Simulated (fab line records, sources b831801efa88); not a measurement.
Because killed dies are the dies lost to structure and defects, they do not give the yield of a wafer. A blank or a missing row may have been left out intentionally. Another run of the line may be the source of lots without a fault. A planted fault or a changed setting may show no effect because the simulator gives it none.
Which tool was responsible? || flow gf180mcu || 33 wafers from 11 lots sampled at 4 of the route's 602 steps

WHAT THE GAUGES SHOWED, per wafer
GF_V4_RS_MEAS_24: measurement is done with a four-point probe.
{"lot": "L822", "measured": "day 24 21:02", "on": "filmMetro-04", "V4_W_RS (ohm/sq)": "0.326 0.328 0.325"}
{"lot": "L823", "measured": "day 25 02:23", "on": "filmMetro-04", "V4_W_RS (ohm/sq)": "0.326 0.328 0.326"}
{"lot": "L824", "measured": "day 25 12:24", "on": "filmMetro-02", "V4_W_RS (ohm/sq)": "0.326 0.327 0.325"}
{"lot": "L825", "measured": "day 25 18:08", "on": "filmMetro-02", "V4_W_RS (ohm/sq)": "0.332 0.325 0.328"}
{"lot": "L826", "measured": "day 26 04:35", "on": "filmMetro-01", "V4_W_RS (ohm/sq)": "0.321 0.319 0.324"}
{"lot": "L828", "measured": "day 26 20:46", "on": "filmMetro-01", "V4_W_RS (ohm/sq)": "0.334 0.328 0.332"}
{"lot": "L829", "measured": "day 27 03:22", "on": "filmMetro-04", "V4_W_RS (ohm/sq)": "0.322 0.320 0.317"}
{"lot": "L831", "measured": "day 27 20:03", "on": "filmMetro-04", "V4_W_RS (ohm/sq)": "0.323 0.323 0.324"}
{"lot": "L837", "measured": "day 29 14:23", "on": "filmMetro-02", "V4_W_RS (ohm/sq)": "0.246 0.324 0.326"}
{"lot": "L843", "measured": "day 31 02:36", "on": "filmMetro-04", "V4_W_RS (ohm/sq)": "0.327 0.329 0.330"}
{"lot": "L844", "measured": "day 31 10:59", "on": "filmMetro-01", "V4_W_RS (ohm/sq)": "0.329 0.329 0.328"}

GF_V4_THK_MEAS_25: measures by xrf.
{"lot": "L822", "measured": "day 24 21:10", "on": "filmMetro-04", "V4_W_THK (nm)": "353 348 354"}
{"lot": "L823", "measured": "day 25 02:30", "on": "filmMetro-04", "V4_W_THK (nm)": "352 347 353"}
{"lot": "L824", "measured": "day 25 12:31", "on": "filmMetro-02", "V4_W_THK (nm)": "338 338 340"}
{"lot": "L825", "measured": "day 25 18:15", "on": "filmMetro-02", "V4_W_THK (nm)": "335 340 337"}
{"lot": "L826", "measured": "day 26 04:41", "on": "filmMetro-01", "V4_W_THK (nm)": "350 349 345"}
{"lot": "L828", "measured": "day 26 20:53", "on": "filmMetro-01", "V4_W_THK (nm)": "333 339 336"}
{"lot": "L829", "measured": "day 27 03:28", "on": "filmMetro-04", "V4_W_THK (nm)": "354 358 357"}
{"lot": "L831", "measured": "day 27 20:10", "on": "filmMetro-04", "V4_W_THK (nm)": "354 352 353"}
{"lot": "L837", "measured": "day 29 14:31", "on": "filmMetro-02", "V4_W_THK (nm)": "448 345 343"}
{"lot": "L843", "measured": "day 31 02:43", "on": "filmMetro-04", "V4_W_THK (nm)": "349 349 347"}
{"lot": "L844", "measured": "day 31 11:06", "on": "filmMetro-01", "V4_W_THK (nm)": "342 342 342"}

EACH LOT AND THE TOOL THAT RAN IT (in order: tool; ch and the chambers of the sampled wafers; start)
{"lot": "L822", "GF_V4_SPUTTER_22": "pvdSputter-02, day 24 20:53", "GF_V4_CVD_23": "cvdW-01 ch 0,1, day 24 20:56"}
{"lot": "L823", "GF_V4_SPUTTER_22": "pvdSputter-03, day 25 02:14", "GF_V4_CVD_23": "cvdW-01 ch 0,1, day 25 02:16"}
{"lot": "L824", "GF_V4_SPUTTER_22": "pvdSputter-03, day 25 12:15", "GF_V4_CVD_23": "cvdW-01 ch 0,1, day 25 12:17"}
{"lot": "L825", "GF_V4_SPUTTER_22": "pvdSputter-02, day 25 17:59", "GF_V4_CVD_23": "cvdW-02 ch 0,1, day 25 18:01"}
{"lot": "L826", "GF_V4_SPUTTER_22": "pvdSputter-02, day 26 04:25", "GF_V4_CVD_23": "cvdW-02 ch 1, day 26 04:27"}
{"lot": "L828", "GF_V4_SPUTTER_22": "pvdSputter-03, day 26 20:37", "GF_V4_CVD_23": "cvdW-01 ch 0,1, day 26 20:39"}
{"lot": "L829", "GF_V4_SPUTTER_22": "pvdSputter-02, day 27 03:11", "GF_V4_CVD_23": "cvdW-02 ch 0,1, day 27 03:16"}
{"lot": "L831", "GF_V4_SPUTTER_22": "pvdSputter-03, day 27 19:54", "GF_V4_CVD_23": "cvdW-02 ch 0, day 27 19:56"}
{"lot": "L837", "GF_V4_SPUTTER_22": "pvdSputter-02, day 29 14:14", "GF_V4_CVD_23": "cvdW-02 ch 0,1, day 29 14:16"}
{"lot": "L843", "GF_V4_SPUTTER_22": "pvdSputter-03, day 31 02:26", "GF_V4_CVD_23": "cvdW-01 ch 0,1, day 31 02:28"}
{"lot": "L844", "GF_V4_SPUTTER_22": "pvdSputter-02, day 31 10:50", "GF_V4_CVD_23": "cvdW-01 ch 1, day 31 10:52"}
- GF_V4_SPUTTER_22: material TiN, target thk 10 nm, time 40 s.
- GF_V4_CVD_23: deposits W, target thk 350 nm, time 104.9 s.

AS READ BY THE TOOLS THEMSELVES (means over the sampled wafers that have a number; for cases with no such wafer, the mark the record gives instead)
GF_V4_SPUTTER_22.
{"lot": "L822", "tool": "pvdSputter-02", "throttleValvePct (%)": 30.4}
{"lot": "L823", "tool": "pvdSputter-03", "throttleValvePct (%)": 28.5}
{"lot": "L824", "tool": "pvdSputter-03", "throttleValvePct (%)": 28.5}
{"lot": "L825", "tool": "pvdSputter-02", "throttleValvePct (%)": 30.5}
{"lot": "L826", "tool": "pvdSputter-02", "throttleValvePct (%)": 31.3}
{"lot": "L828", "tool": "pvdSputter-03", "throttleValvePct (%)": 29.6}
{"lot": "L829", "tool": "pvdSputter-02", "throttleValvePct (%)": 29.9}
{"lot": "L831", "tool": "pvdSputter-03", "throttleValvePct (%)": 29.0}
{"lot": "L837", "tool": "pvdSputter-02", "throttleValvePct (%)": 30.4}
{"lot": "L843", "tool": "pvdSputter-03", "throttleValvePct (%)": 29.5}
{"lot": "L844", "tool": "pvdSputter-02", "throttleValvePct (%)": 31.2}

GF_V4_CVD_23.
{"lot": "L822", "tool": "cvdW-01", "heaterPowerW (W)": 847, "susceptorTempC (C)": 399.93}
{"lot": "L823", "tool": "cvdW-01", "heaterPowerW (W)": 867, "susceptorTempC (C)": 400.08}
{"lot": "L824", "tool": "cvdW-01", "heaterPowerW (W)": 854, "susceptorTempC (C)": 399.87}
{"lot": "L825", "tool": "cvdW-02", "heaterPowerW (W)": 1000, "susceptorTempC (C)": 399.87}
{"lot": "L826", "tool": "cvdW-02", "heaterPowerW (W)": 869, "susceptorTempC (C)": 400.03}
{"lot": "L828", "tool": "cvdW-01", "heaterPowerW (W)": 840, "susceptorTempC (C)": 399.70}
{"lot": "L829", "tool": "cvdW-02", "heaterPowerW (W)": 918, "susceptorTempC (C)": 399.95}
{"lot": "L831", "tool": "cvdW-02", "heaterPowerW (W)": 1060, "susceptorTempC (C)": 400.02}
{"lot": "L837", "tool": "cvdW-02", "heaterPowerW (W)": 1004, "susceptorTempC (C)": 400.21}
{"lot": "L843", "tool": "cvdW-01", "heaterPowerW (W)": 885, "susceptorTempC (C)": 399.98}
{"lot": "L844", "tool": "cvdW-01", "heaterPowerW (W)": 939, "susceptorTempC (C)": 400.03}

THE ANSWER, worked out from the rows above alone
Rule: usual is defined by the lots themselves. Put in order of their means at a reading, lots are off if they are a third of the lots or fewer, leave a main group of 4 or more, and stand apart from it by a gap of 3 or more times the standard deviation of the main group's means; of several such gaps the widest counts. If all means in a main group match to the digits the tables above print for the reading, that group is not used. A lot without any number at a reading at which 4 lots or more have one is off too. Any other lot the step has rows for is counted as sound. Order of review: gauges by route order, followed by the tools' own readings, for which a lot's mean as printed above is used. The first step at which some lot is off is used, and at that step the reading that is off furthest; a lot without a number counts as furthest.
Off: L837, at GF_V4_RS_MEAS_24 (V4_W_RS). The main group: mean 0.326 ohm/sq, standard deviation 0.0034.
A tool fits if, at a process step before that reading, it ran every lot that is off, and no sound lot after the first of them. Those tools and the gauges at GF_V4_RS_MEAS_24 are tried in the same way. This does not decide it: 2 tools fit, namely cvdW-02 at GF_V4_CVD_23 and filmMetro-02 at GF_V4_RS_MEAS_24.

WHAT THE SIMULATOR PUT IN
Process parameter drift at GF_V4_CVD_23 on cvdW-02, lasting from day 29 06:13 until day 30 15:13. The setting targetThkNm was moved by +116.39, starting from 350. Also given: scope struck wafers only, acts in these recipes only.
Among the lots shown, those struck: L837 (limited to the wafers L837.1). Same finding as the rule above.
